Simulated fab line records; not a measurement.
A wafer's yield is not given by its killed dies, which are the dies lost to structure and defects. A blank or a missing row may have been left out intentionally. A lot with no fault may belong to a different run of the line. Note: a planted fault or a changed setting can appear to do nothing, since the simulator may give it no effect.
Struck lot and sound lot, side by side    flow sky130    23 out of 708 route steps
Sound: the wafers L206.2, L206.4, L206.6. Struck: wafers L223.3, L223.5 (left out: L223.4, a lot-mate that was not struck); the cause follows at the end.
Each step with rows lists, per side, the tool, then ch with its chambers, then its first start. Under that, the readings that differ: sound wafers    struck wafers    difference of the means    sigmas: that difference in standard deviations of wafers without a fault.
alike: words and numbers the same on both sides, and readings whose means are apart by under 2 such deviations; not compared: readings that were withheld, readings missing a value for some wafer, numbers with overlapping values and no deviation given by the record, and bounds like >300 which may hide the same value.
The two part at a step that has a row with sigmas, a row that says differs or no value, or rows on one side only. Numbers that have no deviation but don't overlap get no sigmas and don't part them. A reading missing from all wafers of one side parts the sides only when that side holds two or more wafers.

first, 8 steps without rows for these wafers: SKY_LDD_N_IMPLANT_08; SKY_LDD_N_IMPLANT_09; SKY_LDD_N_IMPLANT_10; SKY_LDD_N_IMPLANT_11; SKY_LDD_N_IMPLANT_12; SKY_LDD_N_IMPLANT_13; SKY_LDD_N_IMPLANT_14; SKY_LDD_N_IMPLANT_15.
SKY_LDD_N_STRIP_16: strips in O2/N2.
  sound on plasma-asher-02 ch 0,1, day 18 11:22; struck on plasma-asher-03 ch 1, day 24 01:23
reading                      sound           struck     difference  sigmas
drypump-motor-current-A (A)  5.32 5.75 5.75  6.22 6.20  +0.60       +2
  alike: oes-product-au, strip-time-to-endpoint-s
  not compared: rf-hours-counter-h
SKY_LDD_N_TW_MEAS_17:
  sound on film-metro-01, day 18 11:28; struck on film-metro-04, day 24 01:29
  alike: LDD_N_TW
then, 2 steps without rows for these wafers: SKY_LDD_P_DEHYDRATE_00 (time 60 s); SKY_LDD_P_HMDS_01 (prime time 60 s).
SKY_LDD_P_COAT_02: resist thk 1140 nm.
  sound on litho-track-03 ch 0, day 19 02:15; struck on litho-track-01 ch 0, day 24 16:26
reading                                     sound           struck     difference  sigmas
model.NOVOLAK_of_LDD_P_COAT_02.thk-nm (nm)  1147 1147 1147  1171 1175  +26         
then, 3 steps without rows for these wafers: SKY_LDD_P_SOFTBAKE_03 (time 60 s); SKY_LDD_P_EXPOSE_04 (exposes mask PSDM, target cd 380 nm); SKY_LDD_P_PEB_05.
SKY_LDD_P_DEVELOP_06: develop time 60 s.
  sound on litho-track-03 ch 0, day 19 17:30; struck on litho-track-04 ch 0, day 25 06:38
reading                                     sound           struck     difference  sigmas
model.NOVOLAK_of_LDD_P_COAT_02.thk-nm (nm)  1146 1146 1146  1170 1174  +26         
SKY_LDD_P_CD_MEAS_07: target cd 380 nm.
  sound on cd-sem-02, day 19 17:38; struck on cd-sem-01, day 25 06:47
  alike: cd-nm
SKY_LDD_P_OVL_MEAS_08:
  sound on overlay-01, day 19 17:45; struck on overlay-01, day 25 06:52
reading         sound           struck   difference  sigmas
LDD_P_OVL (nm)  -2.8 -1.1 -0.8  2.7 0.8  +3.3        +2
after that, 1 step had no rows for these wafers: SKY_LDD_P_IMPLANT_09.
SKY_LDD_P_STRIP_10: strips in O2/N2.
  sound on plasma-asher-03 ch 0,1, day 19 17:56; struck on plasma-asher-04 ch 0, day 25 07:05
reading                       sound              struck       difference  sigmas
strip-time-to-endpoint-s (s)  14.25 14.26 14.23  14.50 14.56  +0.28       +7
  alike: drypump-motor-current-A, oes-product-au
  not compared: rf-hours-counter-h
SKY_LDD_P_TW_MEAS_11:
  sound on film-metro-02, day 19 18:02; struck on film-metro-03, day 25 07:10
  alike: LDD_P_TW
-- here the record skips 25 days between the struck wafers' starts before and after, leaving off in module LDD_P and picking up in module PAD_OPEN (first step shown: number 708 of the route) --
SKY_PAD_OPEN_PROBE_99:
  sound on prober-01, day 46 10:03; struck on prober-02, day 49 20:17
  alike: killed_at_M0_to_M3, killed_at_M4_up, killed-at-contacts, killed-at-front-end, killed-at-other, killed-dies, killed-open, killed-short

## WHERE THEY PART
Earliest at SKY_LDD_N_STRIP_16; latest, in this record, at SKY_LDD_P_STRIP_10. Later steps at which nothing parts them and some readings are alike: SKY_LDD_P_TW_MEAS_11, SKY_PAD_OPEN_PROBE_99.

WHY: the cause the simulator had injected
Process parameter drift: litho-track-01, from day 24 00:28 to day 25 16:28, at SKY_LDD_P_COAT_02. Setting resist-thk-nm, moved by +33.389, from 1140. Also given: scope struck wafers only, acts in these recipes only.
